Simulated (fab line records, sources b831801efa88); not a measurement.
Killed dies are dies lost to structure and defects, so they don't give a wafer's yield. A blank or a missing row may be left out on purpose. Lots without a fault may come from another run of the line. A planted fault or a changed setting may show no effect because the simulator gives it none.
fab line records | flow sky130
record lots=6 wafers=18 last_day=50
route steps=708 shown VIA2@524 METAL3@532 CAPM@537 PAD_OPEN@708
lots that met no fault: from a run of the same line without faults
start_h: hours from the record's first day to the start of the lot's first wafer shown | wait_h: hours since the lot's step before | " the same as in the row above | L1.1+2: a row that stands for several wafers | - no value, or no start given | * or withheld: withheld | < > ~ a bound
route shown NAME@n: a module of which the file shows steps, and the number in the route of the first | usual: mean/standard deviation of fault-free wafers | same: alike in all rows | chamber/n: place in a boat | sites: the reading at each site | _std_site: their standard deviation | _edge_site: outer sites' mean less inner sites' | radius_mm: how far each site lies from the wafer's centre | mask NAME#n: copy n | behind: the tool/chamber that last shaped the wafer | hold: why the lot was held/for how many hours/how that ended | device: the transistor (n, p or np) that didn't switch | end of line: the same wafers' tests at the end of the route | a step without rows: its recipe alone | killed: dies lost to structure and defects at the first sort, not the wafer's yield | map: a wafer's dies, x killed, . not, _ none there
set.NAME: the setting as run; set.NAME@STEP: as run at that earlier step | model.NAME: the simulator's own value behind a step, which no gauge read
lots at some steps of the route; a table a step, a row a wafer
services: from which hour (start_h, from the record's first day; less than 0 if before it) a tool's chamber was out of use, for how many hours, and why
## steps
# step SKY_VIA2_STRIP_17
# recipe chemistry=post_etch_residue_remover time_s=1200 temp_c=72.5
# step SKY_VIA2_CLEAN_18
# recipe chemistry=IPA time_s=180 temp_c=25
# step SKY_VIA2_CLEAN_19
# recipe chemistry=O3/DIW dry=n2_spin
# step SKY_VIA2_SPUTTER_20
# recipe material=TiN target_thk_nm=20 chamber_pressure_pa=5 power_w=4000 time_s=80
# usual cathode_dc_power_W=4000.0/0.66 throttle_valve_pct=29.9/0.61
# same time_s=80
# columns lot.wafer tool chamber start_h wait_h cathode_dc_power_W throttle_valve_pct
L242.1 pvd_sputter-04 - 847.98 0.0 4000.6 30.3
L242.3 " - " " 4001.1 29.9
L242.6 " - " " 4000.1 29.4
L245.1 pvd_sputter-04 - 883.61 0.0 3999.7 30.3
L245.3 " - " " 3999.9 29.3
L245.4 " - " " 4001.0 29.9
L255.1 pvd_sputter-03 - 950.92 0.0 4000.2 30.5
L255.3 " - " " 3999.4 30.0
L255.6 " - " " 4000.8 30.4
L256.1 pvd_sputter-04 - 959.58 0.0 4000.4 29.9
L256.2 " - " " 3999.5 30.2
L256.6 " - " " 4000.1 29.9
L264.2 pvd_sputter-03 - 1015.11 0.0 3998.7 28.8
L264.3 " - " " 4000.3 30.4
L264.5 " - " " 3999.9 28.9
L265.2 pvd_sputter-03 - 1026.22 0.0 3999.9 30.6
L265.3 " - " " 3999.3 29.8
L265.5 " - " " 4000.1 29.1
# step SKY_VIA2_CVD_21
# recipe material=W target_thk_nm=420 time_s=126.4 temp_c=400 pressure_torr=40
# step SKY_VIA2_RS_MEAS_22
# recipe thk_meas_gauge=four-point-probe reads=W_of_VIA2_CVD_21+TiN_of_VIA2_SPUTTER_20
# usual VIA2_W_RS=0.2719/0.0025
# columns lot.wafer tool chamber start_h wait_h VIA2_W_RS[ohm/sq]
L242.1 film_metro-04 - 848.18 0.1 0.2708
L242.3 " - " " 0.2700
L242.6 " - " " 0.2693
L245.1 film_metro-04 - 883.80 0.1 0.2714
L245.3 " - " " 0.2703
L245.4 " - " " 0.2704
L255.1 film_metro-04 - 951.11 0.1 0.2701
L255.3 " - " " 0.2665
L255.6 " - " " 0.2702
L256.1 film_metro-02 - 959.77 0.1 0.2697
L256.2 " - " " 0.2686
L256.6 " - " " 0.2698
L264.2 film_metro-04 - 1015.32 0.1 0.2701
L264.3 " - " " 0.2718
L264.5 " - " " 0.2703
L265.2 film_metro-02 - 1026.43 0.1 0.2754
L265.3 " - " " 0.2775
L265.5 " - " " 0.2738
# step SKY_VIA2_THK_MEAS_23
# recipe thk_meas_gauge=xrf reads=W_of_VIA2_CVD_21
# usual VIA2_W_THK=403/4.5
# columns lot.wafer tool chamber start_h wait_h VIA2_W_THK[nm]
L242.1 film_metro-04 - 848.30 0.1 404
L242.3 " - " " 407
L242.6 " - " " 405
L245.1 film_metro-04 - 883.92 0.1 402
L245.3 " - " " 403
L245.4 " - " " 403
L255.1 film_metro-04 - 951.23 0.1 407
L255.3 " - " " 415
L255.6 " - " " 406
L256.1 film_metro-02 - 959.89 0.1 399
L256.2 " - " " 399
L256.6 " - " " 400
L264.2 film_metro-04 - 1015.43 0.1 411
L264.3 " - " " 407
L264.5 " - " " 410
L265.2 film_metro-02 - 1026.54 0.1 399
L265.3 " - " " 393
L265.5 " - " " 401
# step SKY_VIA2_CMP_24
# recipe stop_on=SiO2 t_overpolish_s=20 down_force_psi=3.5 platen_rpm=60 target_thk_nm=0 pad_velocity_m_s=0.94248
# usual motor_current_A=10.8/1.3 overpolish_run_s=20.000/0.0092 time_to_endpoint_s=102.9/2.9
# columns lot.wafer tool chamber start_h wait_h motor_current_A overpolish_run_s time_to_endpoint_s
L242.1 cmp-01 1 848.36 0.1 10.9 19.993 103.4
L242.3 " 3 " " 9.3 20.005 100.7
L242.6 " 1 " " 11.0 20.002 105.5
L245.1 cmp-02 1 883.98 0.1 8.2 20.001 99.6
L245.3 " 3 " " 10.8 19.987 99.2
L245.4 " 0 " " 10.1 19.996 100.7
L255.3 cmp-01 0 951.29 0.0 11.6 20.005 105.9
L255.1 " 2 " " 13.0 20.001 103.0
L255.6 " 1 " " 11.4 19.974 107.0
L256.2 cmp-01 1 959.95 0.0 11.2 19.999 105.5
L256.1 " 3 " " 9.2 20.004 98.4
L256.6 " 2 " " 13.6 20.008 100.5
L264.2 cmp-02 3 1015.48 0.0 11.9 20.014 99.0
L264.3 " 1 " " 8.7 19.981 101.7
L264.5 " 3 " " 10.9 20.013 100.1
L265.3 cmp-02 1 1026.78 0.2 8.4 20.004 100.1
L265.2 " 3 " " 11.4 20.008 98.2
L265.5 " 0 " " 10.7 19.977 104.8
# step SKY_METAL3_SPUTTER_00
# recipe material=Ti target_thk_nm=15 power_w=3000 time_s=10 chamber_pressure_pa=0.4
# usual cathode_dc_power_W=3000.0/0.51 throttle_valve_pct=30.2/0.68
# same time_s=10
# columns lot.wafer tool chamber start_h wait_h cathode_dc_power_W throttle_valve_pct
L242.1 pvd_sputter-02 - 848.66 0.2 3000.1 30.2
L242.3 " - " " 2999.9 31.4
L242.6 " - " " 2999.4 30.6
L245.1 pvd_sputter-01 - 884.28 0.2 3000.8 27.9
L245.3 " - " " 2999.7 29.7
L245.4 " - " " 3000.3 30.4
L255.1 pvd_sputter-02 - 951.59 0.1 3000.1 30.5
L255.3 " - " " 3000.6 30.0
L255.6 " - " " 2999.7 30.2
L256.1 pvd_sputter-02 - 960.25 0.1 3000.8 31.2
L256.2 " - " " 3000.0 30.4
L256.6 " - " " 2999.8 30.4
L264.2 pvd_sputter-04 - 1015.78 0.2 2999.8 29.4
L264.3 " - " " 3000.8 30.3
L264.5 " - " " 2999.7 30.9
L265.2 pvd_sputter-02 - 1027.03 0.1 2999.8 31.2
L265.3 " - " " 3000.5 30.6
L265.5 " - " " 3000.2 30.7
# step SKY_METAL3_SPUTTER_01
# recipe material=TiN target_thk_nm=20 power_w=6500 time_s=16.7 chamber_pressure_pa=0.4
# step SKY_METAL3_SPUTTER_02
# recipe material=AlCu target_thk_nm=735 power_w=10600 time_s=39.1 chamber_pressure_pa=0.4
# step SKY_METAL3_SPUTTER_03
# recipe material=Ti target_thk_nm=5 power_w=3000 time_s=3.3 chamber_pressure_pa=0.4
# usual cathode_dc_power_W=3000.0/0.58 throttle_valve_pct=30.2/0.7
# same time_s=3.3
# columns lot.wafer tool chamber start_h wait_h cathode_dc_power_W throttle_valve_pct
L242.1 pvd_sputter-02 - 848.74 0.0 2999.8 30.4
L242.3 " - " " 2999.1 31.1
L242.6 " - " " 2999.7 30.6
L245.1 pvd_sputter-01 - 884.37 0.0 3000.5 27.8
L245.3 " - " " 2999.5 29.8
L245.4 " - " " 2999.0 30.2
L255.1 pvd_sputter-02 - 951.68 0.0 2999.7 30.8
L255.3 " - " " 3000.5 30.2
L255.6 " - " " 3000.9 30.7
L256.1 pvd_sputter-02 - 960.34 0.0 3000.7 31.2
L256.2 " - " " 3000.0 30.6
L256.6 " - " " 2999.6 30.4
L264.2 pvd_sputter-04 - 1015.86 0.0 3000.1 29.3
L264.3 " - " " 3000.7 30.0
L264.5 " - " " 3000.6 30.6
L265.2 pvd_sputter-02 - 1027.12 0.0 2999.2 31.3
L265.3 " - " " 3001.1 30.4
L265.5 " - " " 3000.4 30.6
# step SKY_METAL3_SPUTTER_04
# recipe material=TiN target_thk_nm=70 power_w=6500 time_s=58.3 chamber_pressure_pa=0.4
# usual cathode_dc_power_W=6500.0/1.3 throttle_valve_pct=30.2/0.68
# same time_s=58.3
# columns lot.wafer tool chamber start_h wait_h cathode_dc_power_W throttle_valve_pct model.TiN_of_METAL3_SPUTTER_04.thk_nm
L242.1 pvd_sputter-02 - 848.76 0.0 6498.2 30.3 70.39
L242.3 " - " " 6498.6 31.1 70.29
L242.6 " - " " 6500.1 30.3 70.59
L245.1 pvd_sputter-01 - 884.38 0.0 6499.9 27.9 70.29
L245.3 " - " " 6501.1 29.8 70.52
L245.4 " - " " 6499.3 30.3 70.64
L255.1 pvd_sputter-02 - 951.70 0.0 5262.4 30.4 56.93
L255.3 " - " " 5260.2 30.0 57.74
L255.6 " - " " 5263.0 30.6 57.08
L256.1 pvd_sputter-02 - 960.36 0.0 5261.5 31.2 56.54
L256.2 " - " " 5261.6 30.4 57.15
L256.6 " - " " 5263.0 30.5 56.69
L264.2 pvd_sputter-04 - 1015.88 0.0 6501.0 29.4 70.35
L264.3 " - " " 6502.0 30.2 70.56
L264.5 " - " " 6500.7 30.8 70.43
L265.2 pvd_sputter-02 - 1027.14 0.0 6499.3 31.1 69.11
L265.3 " - " " 6500.5 30.6 69.76
L265.5 " - " " 6499.2 30.5 68.87
# step SKY_CAPM_CVD_00
# recipe material=SiO2 target_thk_nm=15.5 temp_c=400 time_s=withheld rf_w=450
# usual heater_power_w=720/71
# columns lot.wafer tool chamber start_h wait_h heater_power_w
L242.1 pecvd-04 1 848.81 0.0 766
L242.3 " 0 " " 711
L242.6 " 1 " " 773
L245.1 pecvd-01 0 884.43 0.0 793
L245.3 " 2 " " 635
L245.4 " 2 " " 631
L255.1 pecvd-02 1 951.75 0.0 717
L255.3 " 0 " " 779
L255.6 " 1 " " 734
L256.1 pecvd-01 2 960.41 0.0 586
L256.2 " 1 " " 831
L256.6 " 1 " " 818
L264.2 pecvd-04 0 1015.93 0.0 764
L264.3 " 1 " " 646
L264.5 " 1 " " 627
L265.2 pecvd-02 0 1027.19 0.0 753
L265.3 " 2 " " 644
L265.5 " 0 " " 759
# step SKY_PAD_OPEN_PROBE_99
# usual defect_limited_yield=82.8/2 killed_at_M0_to_M3=43/7.2 killed_at_M4_up=3.0/2 killed_at_contacts=24/5.5 killed_at_front_end=15/4.2 killed_at_other=0.3/0.51 killed_dies=85/10 killed_open=46/7.3 killed_short=38/6.4 sort_bin_3_pad_short=0.9/0.42 sort_bin_5_function=10.3/1.5 sort_bin_6_memory=6.0/1.2 sort_n_pass=407/10 sort_yield_pct=82.8/2
# same gross_dies=492 killed_at_back_side=0 sort_bin_4_leakage[%]=0 sort_bin_8_speed[%]=0
# columns lot.wafer tool chamber start_h wait_h defect_limited_yield[%] killed_at_M0_to_M3 killed_at_M4_up killed_at_contacts killed_at_front_end killed_at_other killed_dies killed_open killed_short sort_bin_3_pad_short[%] sort_bin_5_function[%] sort_bin_6_memory[%] sort_n_pass sort_yield_pct[%]
L242.1 prober-02 - 1076.18 0.1 83.9 50 2 19 7 1 79 43 36 0.8 10.2 5.1 413 83.9
L242.3 prober-02 - 1076.28 0.2 85.0 38 6 19 11 0 74 46 28 0.8 9.3 4.9 418 85.0
L242.6 prober-02 - 1076.43 0.2 81.3 50 5 23 13 1 92 51 41 1.0 11.2 6.5 400 81.3
# killed by level:class
L242.1 VIA1:geometric_particle:open=10 METAL1:geometric_particle:short=8 LI_CONTACT:geometric_particle:open=8 VIA2:geometric_particle:open=8 VIA3:geometric_particle:open=7 METAL2:geometric_particle:short=6 VIA1:geometric_particle:short=4 FIELD_ISO:geometric_particle:open=3
L242.3 VIA3:geometric_particle:open=10 VIA1:geometric_particle:open=9 LI_CONTACT:geometric_particle:open=7 CONTACT:geometric_particle:open=6 METAL1:geometric_particle:short=6 FIELD_ISO:geometric_particle:open=5 CONTACT:geometric_particle:short=4 VIA2:geometric_particle:short=4
L242.6 CONTACT:geometric_particle:open=10 VIA1:geometric_particle:open=9 METAL1:geometric_particle:short=8 VIA3:geometric_particle:open=7 VIA1:geometric_particle:short=6 VIA2:geometric_particle:open=6 POLY_GATE:geometric_particle:open=4 LI_CONTACT:geometric_particle:short=4
## services
# columns tool chamber start_h hours kind
pecvd-04 - 825.46 0.9 repair
pvd_sputter-02 2 840.83 - consumable_replace:kit
pvd_sputter-02 2 840.83 18.0 scheduled_down
pvd_sputter-02 2 840.83 18.0 vent_cycle
pvd_sputter-04 - 859.06 4.7 repair
pvd_sputter-01 - 867.88 12.1 repair
cmp-02 - 868.57 4.8 pm
pecvd-04 - 875.03 1.6 repair
cmp-01 - 877.65 3.1 repair
cmp-02 - 912.78 4.0 pm
pecvd-04 - 925.15 28.1 pm
pecvd-02 - 927.39 2.8 pm
pvd_sputter-01 - 936.49 51.4 repair
pecvd-01 - 945.89 1.4 repair
pvd_sputter-01 - 953.44 6.6 repair
cmp-01 - 954.59 2.3 repair
cmp-02 - 975.43 6.7 pm
pvd_sputter-02 1 989.38 - consumable_replace:kit
pvd_sputter-02 1 989.38 18.0 scheduled_down
cmp-01 - 994.39 6.2 repair
cmp-01 - 1000.56 3.0 pm
cmp-01 - 1012.71 1.3 repair
pecvd-04 - 1016.91 6.0 pm
pecvd-01 - 1025.80 0.6 repair
## key
first_sign step=SKY_METAL3_SPUTTER_04 reading=cathode_dc_power_W direction=down sigmas=99+ usual=6500.0 struck=5262.0
effect none on later readings
model_effect step=SKY_METAL3_SPUTTER_04 value=TiN_of_METAL3_SPUTTER_04.thk_nm without=70.36 struck=57.02
met_at SKY_METAL3_SPUTTER_04
struck_wafers L255.1,L255.3,L255.6,L256.1,L256.2,L256.6
onset_between 848.76 951.70
fault kind=process_parameter_drift tool=pvd_sputter-02 chamber=- onset_h=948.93 steps=SKY_METAL3_SPUTTER_04 channel=power_w offset=* shape=step end_h=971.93 acts_in=* stated=*
